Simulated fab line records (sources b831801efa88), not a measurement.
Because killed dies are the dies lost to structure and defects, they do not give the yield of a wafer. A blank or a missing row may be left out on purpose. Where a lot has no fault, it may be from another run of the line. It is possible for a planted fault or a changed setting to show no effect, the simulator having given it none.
fab line records    flow sky130
record: lots: 12  wafers: 36  last-day: 50
route steps=708 shown POLY_GATE@229 LDD_P@262 LDD_HVN@271 PAD_OPEN@708
lots that met no fault: taken from a fault-free run of the same line
start-h: the number of hours between the record's first day and the start of the first shown wafer of the lot    wait-h: hours from the lot's prior step to this one    " identical to the entry in the row above    L1.1+2: several wafers, shown together as one row    - no value, or no start was given    * or withheld: withheld    < > ~ a bound
route shown NAME@n: NAME is a module with steps in the file, n the number in the route of the first one    usual: mean/standard deviation of fault-free wafers    same: alike in all rows    chamber/n: place in a boat    sites: each site's reading    _std_site: how widely they spread, as a standard deviation    _edge_site: mean of outer sites minus mean of inner sites    radius-mm: how far each site lies from the wafer's centre    mask NAME#n: copy n    behind: the most recent tool/chamber to have shaped the wafer    hold: what put the lot on hold/how long, in hours/how the hold closed    device: transistor that didn't switch, given as n, p or np    end of line: tests run on the same wafers once the route is complete    a step with no rows: only its recipe    killed: dies lost to structure and defects at the first sort, not the wafer's yield    map: per-die view of a wafer (x killed, . not killed, _ where there is no die)
set.NAME: the setting the step ran with; set.NAME@STEP: the setting that earlier step ran with    model.NAME: the simulator's own value behind a step, which no gauge read
route steps across a sampled set of lots; one table per step, one row per wafer
services: a tool's chamber out of use, with start hour (start-h, from the record's first day; less than 0 if before it), hours out, and reason
== steps ==
step: SKY_POLY_GATE_ETCH_15
recipe: chemistry: N2/H2  target: BARC  ion-energy-ev: 200  source-w: 500  bias-w: 100  pressure-mtorr: 30  n2-flow-sccm: 100  h2-flow-sccm: 200  stop-on: SiO2  time-s: 118.5  target-depth-a: 1100
usual: bias-w: 100.0/0.32  drypump-motor-current-A: 5.6/0.55  h2-flow-sccm: 200.0/0.63  oes-product-au: 0.716/0.005  throttle-valve-pct: 13.214/0.01
lot.wafer  tool         chamber  start-h  wait-h  bias-w  drypump-motor-current-A  h2-flow-sccm  oes-product-au  rf-hours-counter-h  throttle-valve-pct
L378.1     rie-diel-04  3        384.19   0.0     99.9    5.6                      198.8         0.724           9                   13.207
L378.2     "            0        "        "       99.7    4.9                      199.4         0.727           10                  13.209
L378.3     "            1        "        "       100.3   5.8                      201.2         0.716           1                   13.209
L380.2     rie-diel-04  3        407.44   0.0     99.7    5.6                      200.2         0.710           10                  13.226
L380.3     "            0        "        "       99.8    4.9                      200.5         0.707           10                  13.220
L380.5     "            3        "        "       99.5    5.6                      200.5         0.717           -                   13.224
L382.1     rie-diel-01  3        422.12   0.0     100.4   5.2                      199.6         0.716           60                  13.202
L382.2     "            0        "        "       99.7    6.5                      199.8         0.718           7                   13.207
L382.5     "            0        "        "       99.9    6.5                      199.9         0.719           -                   13.215
L384.2     rie-diel-01  1        438.74   0.0     100.6   5.0                      200.6         0.720           79                  13.201
L384.5     "            3        "        "       99.5    5.2                      200.0         0.719           -                   13.227
L384.6     "            2        "        "       100.4   6.4                      200.1         0.710           -                   13.203
L387.2     rie-diel-02  1        476.36   0.0     99.9    5.3                      199.8         0.725           2                   13.227
L387.3     "            2        "        "       99.9    5.6                      200.1         0.719           3                   13.197
L387.4     "            3        "        "       99.9    5.0                      200.3         0.723           93                  13.213
L394.2     rie-diel-01  2        515.01   0.0     100.0   6.4                      199.9         0.715           11                  13.214
L394.4     "            0        "        "       100.7   6.4                      200.2         0.726           9                   13.209
L394.5     "            1        "        "       99.5    5.0                      199.8         0.717           -                   13.207
L395.1     rie-diel-01  0        524.16   0.0     99.9    6.5                      199.1         0.716           10                  13.209
L395.2     "            2        "        "       100.4   6.4                      201.2         0.718           11                  13.226
L395.4     "            2        "        "       100.2   6.3                      199.7         0.715           -                   13.227
L396.1     rie-diel-01  2        529.36   0.0     100.1   6.5                      199.5         0.711           11                  13.221
L396.2     "            0        "        "       100.2   6.4                      201.6         0.711           10                  13.229
L396.6     "            1        "        "       100.2   5.0                      200.2         0.718           -                   13.216
L397.3     rie-diel-04  1        540.61   0.0     99.8    5.7                      199.1         0.722           4                   13.230
L397.4     "            0        "        "       100.5   4.9                      199.5         0.721           -                   13.199
L397.5     "            3        "        "       100.3   5.6                      200.2         0.720           -                   13.218
L398.3     rie-diel-01  3        552.23   0.0     100.0   5.2                      200.6         0.715           63                  13.213
L398.5     "            3        "        "       100.7   5.2                      200.6         0.721           -                   13.234
L398.6     "            0        "        "       100.5   6.4                      200.6         0.713           -                   13.208
L399.1     rie-diel-02  2        575.49   0.0     100.1   5.6                      200.1         0.714           5                   13.223
L399.3     "            0        "        "       99.8    5.7                      200.3         0.718           4                   13.203
L399.5     "            2        "        "       100.1   5.6                      200.6         0.721           -                   13.219
L400.1     rie-diel-04  1        577.06   0.0     99.6    5.7                      200.5         0.713           5                   13.200
L400.5     "            0        "        "       100.2   4.9                      200.1         0.726           -                   13.222
L400.6     "            3        "        "       100.2   5.6                      199.9         0.714           -                   13.213
step: SKY_LDD_P_CD_MEAS_07
recipe: target-cd-nm: 380
usual: cd-nm: 380.6/2.8
lot.wafer  tool       chamber  start-h  wait-h  cd-nm
L378.1     cd-sem-01  -        447.35   0.1     379.3
L378.2     "          -        "        "       378.4
L378.3     "          -        "        "       379.5
L380.2     cd-sem-02  -        481.73   0.1     378.4
L380.3     "          -        "        "       379.6
L380.5     "          -        "        "       376.9
L382.1     cd-sem-02  -        486.06   0.1     385.1
L382.2     "          -        "        "       384.6
L382.5     "          -        "        "       384.0
L384.2     cd-sem-02  -        503.58   0.1     383.8
L384.5     "          -        "        "       385.2
L384.6     "          -        "        "       384.2
L387.2     cd-sem-02  -        539.77   0.1     378.3
L387.3     "          -        "        "       380.0
L387.4     "          -        "        "       381.4
L394.2     cd-sem-01  -        579.27   0.1     384.0
L394.4     "          -        "        "       384.2
L394.5     "          -        "        "       383.0
L395.1     cd-sem-02  -        585.51   0.1     376.1
L395.2     "          -        "        "       376.2
L395.4     "          -        "        "       378.1
L396.1     cd-sem-02  -        592.75   0.1     380.7
L396.2     "          -        "        "       380.4
L396.6     "          -        "        "       382.1
L397.3     cd-sem-02  -        601.69   0.1     380.5
L397.4     "          -        "        "       381.0
L397.5     "          -        "        "       379.9
L398.3     cd-sem-02  -        614.59   0.1     377.0
L398.5     "          -        "        "       378.1
L398.6     "          -        "        "       378.2
L399.1     cd-sem-02  -        636.85   0.1     379.3
L399.3     "          -        "        "       383.0
L399.5     "          -        "        "       382.7
L400.1     cd-sem-01  -        638.31   0.1     382.5
L400.5     "          -        "        "       382.2
L400.6     "          -        "        "       382.3
step: SKY_LDD_P_TW_MEAS_11
usual: LDD_P_TW: 635/5.2
lot.wafer  tool           chamber  start-h  wait-h  LDD_P_TW
L378.1     film-metro-01  -        447.76   0.1     632
L378.2     "              -        "        "       635
L378.3     "              -        "        "       635
L380.2     film-metro-04  -        482.13   0.1     628
L380.3     "              -        "        "       629
L380.5     "              -        "        "       629
L382.1     film-metro-04  -        486.46   0.1     627
L382.2     "              -        "        "       632
L382.5     "              -        "        "       626
L384.2     film-metro-01  -        503.97   0.1     635
L384.5     "              -        "        "       637
L384.6     "              -        "        "       637
L387.2     film-metro-01  -        540.17   0.1     633
L387.3     "              -        "        "       636
L387.4     "              -        "        "       636
L394.2     film-metro-02  -        579.67   0.1     640
L394.4     "              -        "        "       638
L394.5     "              -        "        "       637
L395.1     film-metro-01  -        585.92   0.1     639
L395.2     "              -        "        "       633
L395.4     "              -        "        "       637
L396.1     film-metro-04  -        593.16   0.1     631
L396.2     "              -        "        "       626
L396.6     "              -        "        "       632
L397.3     film-metro-04  -        602.08   0.1     631
L397.4     "              -        "        "       632
L397.5     "              -        "        "       631
L398.3     film-metro-04  -        614.98   0.1     630
L398.5     "              -        "        "       631
L398.6     "              -        "        "       628
L399.1     film-metro-02  -        637.26   0.1     645
L399.3     "              -        "        "       641
L399.5     "              -        "        "       642
L400.1     film-metro-04  -        638.72   0.1     630
L400.5     "              -        "        "       628
L400.6     "              -        "        "       632
step: SKY_LDD_HVN_EXPOSE_04
recipe: mask-id: HVNTM  na: 0.6  source-shape: conventional  sigma-outer: 0.6  polarization: unpolarized  target-cd-nm: 700  dose-mj: 127
lot.wafer   tool              chamber  start-h  wait-h  mask
L378.1+2+3  iline-stepper-02  0        462.28   -       HVNTM#0
L380.2+3+5  iline-stepper-01  0        496.45   -       HVNTM#0
L382.1+2+5  iline-stepper-01  0        502.73   -       HVNTM#0
L384.2+5+6  iline-stepper-02  0        518.13   -       PSDM#0
L387.2+3+4  iline-stepper-01  0        553.95   -       HVNTM#0
L394.2+4+5  iline-stepper-02  0        595.25   -       HVNTM#0
L395.1+2+4  iline-stepper-02  0        601.33   -       HVNTM#0
L396.1+2+6  iline-stepper-01  0        607.12   -       HVNTM#0
L397.3+4+5  iline-stepper-01  0        616.19   -       HVNTM#0
L398.3+5+6  iline-stepper-02  0        630.17   -       HVNTM#0
L399.1+3+5  iline-stepper-02  0        652.13   -       HVNTM#0
L400.1+5+6  iline-stepper-01  0        653.80   -       HVNTM#0
step: SKY_LDD_HVN_OVL_MEAS_07
usual: LDD_HVN_OVL: 0.4/1.2
lot.wafer  tool        chamber  start-h  wait-h  LDD_HVN_OVL[nm]
L378.1     overlay-01  -        478.06   0.1     -0.9
L378.2     "           -        "        "       1.9
L378.3     "           -        "        "       0.3
L380.2     overlay-02  -        512.49   0.1     0.7
L380.3     "           -        "        "       -0.1
L380.5     "           -        "        "       1.4
L382.1     overlay-02  -        516.71   0.1     -1.1
L382.2     "           -        "        "       0.7
L382.5     "           -        "        "       -1.9
L384.2     overlay-02  -        533.31   0.1     -
L384.5     "           -        "        "       -
L384.6     "           -        "        "       -
L387.2     overlay-02  -        568.79   0.1     -0.2
L387.3     "           -        "        "       -0.1
L387.4     "           -        "        "       2.1
L394.2     overlay-01  -        609.51   0.1     1.5
L394.4     "           -        "        "       -0.1
L394.5     "           -        "        "       1.6
L395.1     overlay-02  -        615.45   0.1     0.2
L395.2     "           -        "        "       0.0
L395.4     "           -        "        "       0.3
L396.1     overlay-01  -        621.65   0.1     1.0
L396.2     "           -        "        "       0.6
L396.6     "           -        "        "       0.2
L397.3     overlay-02  -        631.07   0.1     -0.9
L397.4     "           -        "        "       0.7
L397.5     "           -        "        "       0.8
L398.3     overlay-02  -        644.07   0.1     1.7
L398.5     "           -        "        "       0.7
L398.6     "           -        "        "       1.1
L399.1     overlay-01  -        666.50   0.1     -0.7
L399.3     "           -        "        "       -0.6
L399.5     "           -        "        "       -0.9
L400.1     overlay-02  -        668.30   0.1     3.0
L400.5     "           -        "        "       2.3
L400.6     "           -        "        "       -0.2
step: SKY_LDD_HVN_TW_MEAS_10
usual: LDD_HVN_TW: 1439/12
lot.wafer  tool           chamber  start-h  wait-h  LDD_HVN_TW
L378.1     film-metro-03  -        478.34   0.1     1442
L378.2     "              -        "        "       1448
L378.3     "              -        "        "       1445
L380.2     film-metro-03  -        512.78   0.1     1456
L380.3     "              -        "        "       1455
L380.5     "              -        "        "       1453
L382.1     film-metro-03  -        516.99   0.1     1445
L382.2     "              -        "        "       1449
L382.5     "              -        "        "       1448
L384.2     film-metro-03  -        533.60   0.1     31
L384.5     "              -        "        "       30
L384.6     "              -        "        "       30
L387.2     film-metro-03  -        569.08   0.1     1453
L387.3     "              -        "        "       1452
L387.4     "              -        "        "       1446
L394.2     film-metro-02  -        609.90   0.1     1444
L394.4     "              -        "        "       1431
L394.5     "              -        "        "       1440
L395.1     film-metro-04  -        615.74   0.1     1419
L395.2     "              -        "        "       1418
L395.4     "              -        "        "       1421
L396.1     film-metro-02  -        621.94   0.1     1449
L396.2     "              -        "        "       1451
L396.6     "              -        "        "       1449
L397.3     film-metro-04  -        631.36   0.1     1420
L397.4     "              -        "        "       1420
L397.5     "              -        "        "       1430
L398.3     film-metro-02  -        644.36   0.1     1454
L398.5     "              -        "        "       1458
L398.6     "              -        "        "       1464
L399.1     film-metro-02  -        666.79   0.1     1441
L399.3     "              -        "        "       1433
L399.5     "              -        "        "       1448
L400.1     film-metro-02  -        668.59   0.1     1450
L400.5     "              -        "        "       1449
L400.6     "              -        "        "       1445
step: SKY_PAD_OPEN_PROBE_99
usual: killed_at_M0_to_M3: 42/6.4  killed_at_M4_up: 3.2/1.9  killed-at-contacts: 24/4.8  killed-at-front-end: 16/4.4  killed-at-other: 0.3/0.55  killed-dies: 86/8.6  killed-on-rim: 17/3.5  killed-open: 46/6.6  killed-short: 39/5.7
same: gross-dies: 492  killed-at-back-side: 0
lot.wafer  tool       chamber  start-h  wait-h  killed_at_M0_to_M3  killed_at_M4_up  killed-at-contacts  killed-at-front-end  killed-at-other  killed-dies  killed-on-rim  killed-open  killed-short
L378.1     prober-02  -        1084.05  0.1     38                  1                25                  28                   0                92           13             48           43
L378.2     prober-02  -        1084.10  0.1     51                  4                30                  16                   0                101          21             51           50
L378.3     prober-02  -        1084.15  0.2     41                  2                17                  20                   1                81           17             39           40
L380.2     prober-02  -        1106.00  0.1     38                  3                24                  17                   0                82           12             43           39
L380.3     prober-02  -        1106.05  0.2     37                  4                21                  16                   1                79           17             48           30
L380.5     prober-02  -        1106.15  0.2     48                  3                25                  17                   1                94           16             48           45
L382.1     prober-01  -        1112.68  0.1     40                  7                20                  15                   0                82           18             40           40
L382.2     prober-01  -        1112.73  0.1     50                  5                31                  12                   0                98           19             51           45
L382.5     prober-01  -        1112.88  0.2     38                  3                19                  17                   1                78           16             41           34
L384.2     prober-01  -        1123.06  0.1     36                  5                17                  434                  0                492          96             39           32
L384.5     prober-01  -        1123.21  0.2     59                  3                30                  400                  0                492          96             53           54
L384.6     prober-01  -        1123.26  0.2     45                  4                33                  410                  0                492          96             56           38
L387.2     prober-02  -        1143.83  0.1     41                  3                21                  16                   0                81           14             35           46
L387.3     prober-02  -        1143.88  0.2     38                  1                20                  22                   0                81           16             47           34
L387.4     prober-02  -        1143.93  0.2     54                  5                29                  12                   0                100          18             58           42
L394.2     prober-01  -        1172.42  0.1     50                  3                29                  11                   0                93           18             53           39
L394.4     prober-01  -        1172.52  0.2     49                  3                23                  14                   0                89           13             42           47
L394.5     prober-01  -        1172.57  0.2     37                  1                27                  10                   0                75           13             44           31
L395.1     prober-02  -        1174.29  0.1     32                  5                27                  21                   0                85           18             48           37
L395.2     prober-02  -        1174.34  0.1     40                  0                29                  16                   1                86           15             51           35
L395.4     prober-02  -        1174.44  0.2     39                  1                23                  12                   1                76           12             37           38
L396.1     prober-01  -        1178.38  0.1     38                  4                23                  18                   0                83           20             45           38
L396.2     prober-01  -        1178.43  0.1     42                  7                24                  18                   1                92           18             51           41
L396.6     prober-01  -        1178.63  0.2     47                  3                28                  8                    0                86           16             52           34
L397.3     prober-01  -        1182.80  0.2     33                  9                22                  20                   0                84           15             47           37
L397.4     prober-01  -        1182.85  0.2     47                  1                21                  15                   1                85           19             51           34
L397.5     prober-01  -        1182.90  0.2     41                  5                21                  15                   0                82           11             40           42
L398.3     prober-02  -        1191.67  0.2     42                  4                27                  18                   1                92           20             58           34
L398.5     prober-02  -        1191.77  0.2     51                  2                18                  19                   1                91           16             47           44
L398.6     prober-02  -        1191.82  0.2     44                  2                18                  19                   0                83           16             49           34
L399.1     prober-02  -        1200.17  0.1     45                  5                28                  21                   0                99           25             51           45
L399.3     prober-02  -        1200.27  0.2     43                  3                29                  11                   0                86           15             44           41
L399.5     prober-02  -        1200.37  0.2     55                  1                21                  14                   0                91           20             52           39
L400.1     prober-01  -        1205.04  0.1     47                  1                27                  10                   0                85           16             44           40
L400.5     prober-01  -        1205.24  0.2     42                  4                15                  15                   0                76           11             39           37
L400.6     prober-01  -        1205.29  0.2     32                  4                24                  10                   0                70           21             36           34
killed by level:class
L378.1 POLY_GATE:geometric-particle:open=8 VIA1:geometric-particle:open=7 FIELD_ISO:geometric-particle:open=6 CONTACT:geometric-particle:short=6 POLY_GATE:geometric-particle:short=6 VIA1:geometric-particle:short=6 CONTACT:geometric-particle:open=6 METAL1:geometric-particle:short=6
L378.2 VIA1:geometric-particle:open=13 CONTACT:geometric-particle:open=8 METAL1:geometric-particle:short=8 VIA2:geometric-particle:open=8 FIELD_ISO:geometric-particle:short=6 VIA3:geometric-particle:open=6 METAL3:geometric-particle:short=6 LI_CONTACT:geometric-particle:open=5
L378.3 VIA1:geometric-particle:open=10 POLY_GATE:geometric-particle:short=6 CONTACT:geometric-particle:open=6 FIELD_ISO:geometric-particle:open=4 FIELD_ISO:geometric-particle:short=4 METAL3:geometric-particle:short=4 LI_CONTACT:geometric-particle:open=4 VIA1:geometric-particle:short=4
L380.2 CONTACT:geometric-particle:open=12 VIA1:geometric-particle:open=7 METAL3:geometric-particle:short=6 VIA2:geometric-particle:open=6 FIELD_ISO:geometric-particle:open=5 POLY_GATE:geometric-particle:short=5 LI_CONTACT:geometric-particle:open=5 METAL1:geometric-particle:short=5
L380.3 VIA1:geometric-particle:open=13 CONTACT:geometric-particle:open=11 VIA2:geometric-particle:open=8 VIA3:geometric-particle:open=6 POLY_GATE:geometric-particle:short=5 FIELD_ISO:geometric-particle:short=4 LI_CONTACT:geometric-particle:open=4 CONTACT:geometric-particle:short=4
L380.5 METAL2:geometric-particle:short=12 CONTACT:geometric-particle:open=10 VIA1:geometric-particle:open=9 LI_CONTACT:geometric-particle:open=9 FIELD_ISO:geometric-particle:open=6 METAL1:geometric-particle:short=5 VIA2:geometric-particle:short=5 VIA3:geometric-particle:open=5
L382.1 VIA3:geometric-particle:open=9 CONTACT:geometric-particle:open=7 VIA1:geometric-particle:open=7 METAL2:geometric-particle:short=6 VIA2:geometric-particle:open=6 FIELD_ISO:geometric-particle:short=4 POLY_GATE:geometric-particle:short=4 METAL4:geometric-particle:short=4
L382.2 CONTACT:geometric-particle:open=11 VIA1:geometric-particle:open=11 LOCAL_INTERCONNECT:geometric-particle:short=10 METAL1:geometric-particle:short=10 METAL2:geometric-particle:short=9 VIA2:geometric-particle:open=7 LI_CONTACT:geometric-particle:open=5 POLY_GATE:geometric-particle:open=4
L382.5 LI_CONTACT:geometric-particle:open=8 VIA3:geometric-particle:open=6 METAL1:geometric-particle:short=5 VIA1:geometric-particle:short=5 VIA1:geometric-particle:open=5 VIA2:geometric-particle:open=5 FIELD_ISO:geometric-particle:short=4 FIELD_ISO:geometric-particle:open=4
L384.2 LDD_HVN:area-expose=421 VIA1:geometric-particle:open=9 VIA3:geometric-particle:open=8 CONTACT:geometric-particle:open=6 VIA1:geometric-particle:short=6 CONTACT:geometric-particle:short=4 FIELD_ISO:geometric-particle:open=3 LOCAL_INTERCONNECT:geometric-particle:short=3
L384.5 LDD_HVN:area-expose=385 VIA1:geometric-particle:open=16 VIA1:geometric-particle:short=10 METAL2:geometric-particle:short=8 VIA3:geometric-particle:open=8 CONTACT:geometric-particle:open=7 METAL1:geometric-particle:short=7 POLY_GATE:geometric-particle:open=6
L384.6 LDD_HVN:area-expose=397 VIA1:geometric-particle:open=14 LI_CONTACT:geometric-particle:open=10 CONTACT:geometric-particle:open=8 VIA2:geometric-particle:open=7 CONTACT:geometric-particle:short=6 METAL2:geometric-particle:short=6 FIELD_ISO:geometric-particle:short=5
L387.2 VIA1:geometric-particle:short=7 CONTACT:geometric-particle:open=6 METAL1:geometric-particle:short=6 VIA3:geometric-particle:short=6 POLY_GATE:geometric-particle:short=5 LI_CONTACT:geometric-particle:short=5 LOCAL_INTERCONNECT:geometric-particle:short=5 FIELD_ISO:geometric-particle:open=4
L387.3 VIA1:geometric-particle:open=12 CONTACT:geometric-particle:open=9 FIELD_ISO:geometric-particle:short=6 METAL1:geometric-particle:short=6 LI_CONTACT:geometric-particle:open=6 POLY_GATE:geometric-particle:open=5 METAL2:geometric-particle:short=5 METAL3:geometric-particle:short=5
L387.4 VIA1:geometric-particle:open=13 CONTACT:geometric-particle:open=12 VIA2:geometric-particle:open=11 METAL2:geometric-particle:short=8 LI_CONTACT:geometric-particle:open=7 VIA3:geometric-particle:open=7 METAL1:geometric-particle:short=6 CONTACT:geometric-particle:short=5
L394.2 CONTACT:geometric-particle:open=13 VIA1:geometric-particle:open=10 VIA2:geometric-particle:open=9 VIA3:geometric-particle:open=8 VIA1:geometric-particle:short=8 CONTACT:geometric-particle:short=7 LOCAL_INTERCONNECT:geometric-particle:short=5 METAL1:geometric-particle:short=4
L394.4 METAL1:geometric-particle:short=8 VIA2:geometric-particle:open=8 VIA3:geometric-particle:short=8 CONTACT:geometric-particle:open=7 LI_CONTACT:geometric-particle:open=6 FIELD_ISO:geometric-particle:short=5 VIA3:geometric-particle:open=5 LOCAL_INTERCONNECT:geometric-particle:short=4
L394.5 CONTACT:geometric-particle:open=13 LI_CONTACT:geometric-particle:open=7 METAL1:geometric-particle:short=6 VIA3:geometric-particle:open=6 VIA2:geometric-particle:open=5 VIA1:geometric-particle:open=5 METAL2:geometric-particle:short=4 FIELD_ISO:geometric-particle:open=3
L395.1 CONTACT:geometric-particle:open=13 VIA1:geometric-particle:open=7 FIELD_ISO:geometric-particle:short=6 LI_CONTACT:geometric-particle:open=6 POLY_GATE:geometric-particle:open=6 POLY_GATE:geometric-particle:short=5 METAL1:geometric-particle:short=4 METAL2:geometric-particle:short=4
L395.2 LI_CONTACT:geometric-particle:open=10 VIA1:geometric-particle:open=10 CONTACT:geometric-particle:open=8 METAL1:geometric-particle:short=7 VIA2:geometric-particle:open=7 LOCAL_INTERCONNECT:geometric-particle:short=6 VIA1:geometric-particle:short=5 VIA3:geometric-particle:open=4
L395.4 CONTACT:geometric-particle:open=11 VIA1:geometric-particle:open=9 VIA3:geometric-particle:open=8 FIELD_ISO:geometric-particle:short=5 VIA1:geometric-particle:short=5 VIA2:geometric-particle:short=5 LOCAL_INTERCONNECT:geometric-particle:short=4 METAL2:geometric-particle:short=4
L396.1 LI_CONTACT:geometric-particle:open=9 VIA2:geometric-particle:open=7 VIA3:geometric-particle:open=7 VIA1:geometric-particle:open=7 FIELD_ISO:geometric-particle:short=6 CONTACT:geometric-particle:open=6 METAL2:geometric-particle:short=6 METAL1:geometric-particle:short=4
L396.2 VIA1:geometric-particle:open=10 LI_CONTACT:geometric-particle:open=9 CONTACT:geometric-particle:open=7 VIA1:geometric-particle:short=7 VIA3:geometric-particle:open=7 FIELD_ISO:geometric-particle:short=6 CONTACT:geometric-particle:short=6 METAL4:geometric-particle:short=5
L396.6 VIA2:geometric-particle:open=13 CONTACT:geometric-particle:open=11 LI_CONTACT:geometric-particle:open=7 VIA1:geometric-particle:open=7 VIA3:geometric-particle:open=6 METAL1:geometric-particle:short=5 METAL2:geometric-particle:short=4 LOCAL_INTERCONNECT:geometric-particle:open=4
L397.3 VIA1:geometric-particle:open=11 CONTACT:geometric-particle:open=9 LI_CONTACT:geometric-particle:open=6 METAL4:geometric-particle:short=6 POLY_GATE:geometric-particle:short=5 METAL2:geometric-particle:short=5 VIA3:geometric-particle:open=5 FIELD_ISO:geometric-particle:open=4
L397.4 VIA3:geometric-particle:open=11 CONTACT:geometric-particle:open=10 METAL1:geometric-particle:short=8 VIA1:geometric-particle:open=7 LI_CONTACT:geometric-particle:open=7 FIELD_ISO:geometric-particle:short=6 METAL2:geometric-particle:short=5 SPACER:geometric-particle:open=3
L397.5 VIA1:geometric-particle:open=11 FIELD_ISO:geometric-particle:short=8 METAL2:geometric-particle:short=8 VIA3:geometric-particle:open=8 LI_CONTACT:geometric-particle:open=5 LI_CONTACT:geometric-particle:short=4 LOCAL_INTERCONNECT:geometric-particle:short=4 CONTACT:geometric-particle:open=4
L398.3 CONTACT:geometric-particle:open=12 VIA1:geometric-particle:open=11 FIELD_ISO:geometric-particle:open=6 LI_CONTACT:geometric-particle:open=6 VIA2:geometric-particle:open=6 POLY_GATE:geometric-particle:open=5 METAL2:geometric-particle:short=5 VIA3:geometric-particle:open=4
L398.5 VIA1:geometric-particle:open=8 VIA3:geometric-particle:short=7 CONTACT:geometric-particle:short=7 CONTACT:geometric-particle:open=7 VIA2:geometric-particle:open=7 FIELD_ISO:geometric-particle:short=6 VIA1:geometric-particle:short=6 FIELD_ISO:geometric-particle:open=5
L398.6 VIA1:geometric-particle:open=12 FIELD_ISO:geometric-particle:open=6 CONTACT:geometric-particle:open=6 VIA2:geometric-particle:open=6 VIA1:geometric-particle:short=5 VIA3:geometric-particle:open=5 FIELD_ISO:geometric-particle:short=4 LI_CONTACT:geometric-particle:open=4
L399.1 CONTACT:geometric-particle:open=11 VIA1:geometric-particle:open=10 LI_CONTACT:geometric-particle:open=8 VIA2:geometric-particle:open=8 FIELD_ISO:geometric-particle:short=6 METAL1:geometric-particle:short=6 METAL2:geometric-particle:short=5 FIELD_ISO:geometric-particle:open=4
L399.3 LI_CONTACT:geometric-particle:open=12 VIA1:geometric-particle:open=9 METAL2:geometric-particle:short=7 METAL1:geometric-particle:short=5 CONTACT:geometric-particle:open=5 VIA1:geometric-particle:short=5 VIA3:geometric-particle:short=5 LI_CONTACT:geometric-particle:short=4
L399.5 CONTACT:geometric-particle:open=11 VIA2:geometric-particle:open=10 METAL2:geometric-particle:short=8 VIA1:geometric-particle:open=7 VIA3:geometric-particle:open=7 FIELD_ISO:geometric-particle:short=5 METAL2:geometric-particle:open=5 LI_CONTACT:geometric-particle:open=5
L400.1 VIA1:geometric-particle:short=13 CONTACT:geometric-particle:open=12 VIA1:geometric-particle:open=10 METAL2:geometric-particle:short=8 LI_CONTACT:geometric-particle:open=5 LOCAL_INTERCONNECT:geometric-particle:short=5 VIA2:geometric-particle:open=5 VIA3:geometric-particle:open=4
L400.5 VIA1:geometric-particle:open=8 CONTACT:geometric-particle:open=7 METAL1:geometric-particle:short=7 POLY_GATE:geometric-particle:open=6 METAL2:geometric-particle:short=5 VIA1:geometric-particle:short=5 LI_CONTACT:geometric-particle:open=4 VIA3:geometric-particle:open=4
L400.6 VIA1:geometric-particle:open=7 CONTACT:geometric-particle:open=6 FIELD_ISO:geometric-particle:short=5 LI_CONTACT:geometric-particle:short=5 LI_CONTACT:geometric-particle:open=5 VIA2:geometric-particle:open=5 METAL2:geometric-particle:short=5 VIA3:geometric-particle:open=5
== services ==
tool              chamber  start-h  hours  kind
rie-diel-01       3        366.81   2.0    repair
rie-diel-04       -        372.53   2.8    pm
rie-diel-02       1        384.63   5.1    repair
rie-diel-04       0        386.01   11.7   repair
iline-stepper-02  -        418.64   4.4    pm
iline-stepper-01  -        423.12   2.1    pm
iline-stepper-01  -        425.20   -      consumable-replace:lamp
rie-diel-01       -        430.84   1.1    repair
rie-diel-04       -        430.99   0.2    repair
iline-stepper-01  -        432.74   1.7    pm
rie-diel-04       2        435.99   21.6   repair
rie-diel-02       1        456.59   7.7    repair
rie-diel-02       2        457.27   1.7    repair
iline-stepper-02  -        474.58   10.3   repair
iline-stepper-02  0        474.69   -      calibration
rie-diel-01       -        475.73   2.6    repair
iline-stepper-02  -        490.87   2.9    repair
iline-stepper-02  -        493.75   1.7    pm
rie-diel-01       3        519.91   4.6    repair
iline-stepper-01  0        539.08   -      calibration
rie-diel-02       3        539.51   1.3    repair
rie-diel-01       0        598.97   1.4    repair
iline-stepper-02  -        605.67   8.9    pm
iline-stepper-01  -        650.92   1.7    pm
== key ==
first-sign: step: SKY_LDD_HVN_EXPOSE_04  reading: mask  direction: changed
effect: step: SKY_LDD_HVN_OVL_MEAS_07  reading: LDD_HVN_OVL  direction: missing
effect: step: SKY_LDD_HVN_TW_MEAS_10  reading: LDD_HVN_TW  direction: down  sigmas: 99+  usual: 1439  struck: 30
effect: step: SKY_PAD_OPEN_PROBE_99  reading: killed-at-front-end  direction: up  sigmas: 92  usual: 16  struck: 415
more-kills-born-at: SKY_LDD_HVN_EXPOSE_04@iline-stepper-02: 1203
met-at SKY_LDD_HVN_EXPOSE_04
struck-lots L384
tester-left-out L384
not-acting-at SKY_POLY_GATE_ETCH_15,SKY_LDD_P_CD_MEAS_07,SKY_LDD_P_TW_MEAS_11
onset-between 462.28 518.13
fault: kind: wrong-mask  tool: any  chamber: -  onset-h: 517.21  steps: SKY_LDD_HVN_EXPOSE_04  aux-copy: PSDM#0  scope: struck-lots-only
tester-left-out: of these lots the tester's yield and bins aren't shown, on N5 and GAA mostly nor the transistor test; their killed dies are dies lost to structure and defects alone, not to doping, threshold or leakage, so they don't give the yield
